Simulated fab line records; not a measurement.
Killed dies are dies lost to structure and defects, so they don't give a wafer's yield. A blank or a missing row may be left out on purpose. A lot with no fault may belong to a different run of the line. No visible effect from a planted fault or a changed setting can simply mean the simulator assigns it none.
Matching of chambers / flow gf180mcu / 4 sister chambers for GF_V1_CMP_26 on cmp-01
The step polishes, stops on SiO2, t overpolish 15 s, target thk 0 nm. 4 wafers are shown with their chamber, then 8 later ones without.

== EACH WAFER AND ITS CHAMBER ==
wafer=L783.2; chamber=2; motor current A (A)=11.9
wafer=L784.5; chamber=0; motor current A (A)=12.4
wafer=L789.6; chamber=3; motor current A (A)=12.2
wafer=L793.2; chamber=1; motor current A (A)=13.4

== WAFERS WHOSE CHAMBER IS MISSING ==
wafer=L793.3; motor current A (A)=12.5
wafer=L793.5; motor current A (A)=12.2
wafer=L795.1; motor current A (A)=12.4
wafer=L795.4; motor current A (A)=12.0
wafer=L795.5; motor current A (A)=13.8
wafer=L803.2; motor current A (A)=11.9
wafer=L803.5; motor current A (A)=11.5
wafer=L803.6; motor current A (A)=12.4

== EACH ONE'S CHAMBER ==
wafer=L793.3; from the rows above=can't be placed: 0 or 3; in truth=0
wafer=L793.5; from the rows above=can't be placed: 3 or 0 or 2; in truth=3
wafer=L795.1; from the rows above=can't be placed: 0 or 3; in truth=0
wafer=L795.4; from the rows above=can't be placed: 2 or 3 or 0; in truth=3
wafer=L795.5; from the rows above=1; in truth=1
wafer=L803.2; from the rows above=can't be placed: 2 or 3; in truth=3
wafer=L803.5; from the rows above=can't be placed: 2 or 3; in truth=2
wafer=L803.6; from the rows above=can't be placed: 0 or 3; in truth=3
1 of 8 placed correctly. Can't be placed from these rows: 7 (the true chamber is among the candidates in 7). 0 placed wrongly.
How it was worked out, from the rows above alone: a wafer's distance from a chamber is the root of the sum, over the readings, of the square of ((its reading less the chamber's mean) divided by the reading's scatter). If the next closest chamber is less than 2 further off than the closest, the wafer can't be placed; otherwise it belongs to the closest. The mean given for a chamber averages the wafers shown for that chamber. The scatter: with one shown wafer a chamber, the root of the mean of the squares of how far each hidden wafer lies from its nearest shown one.
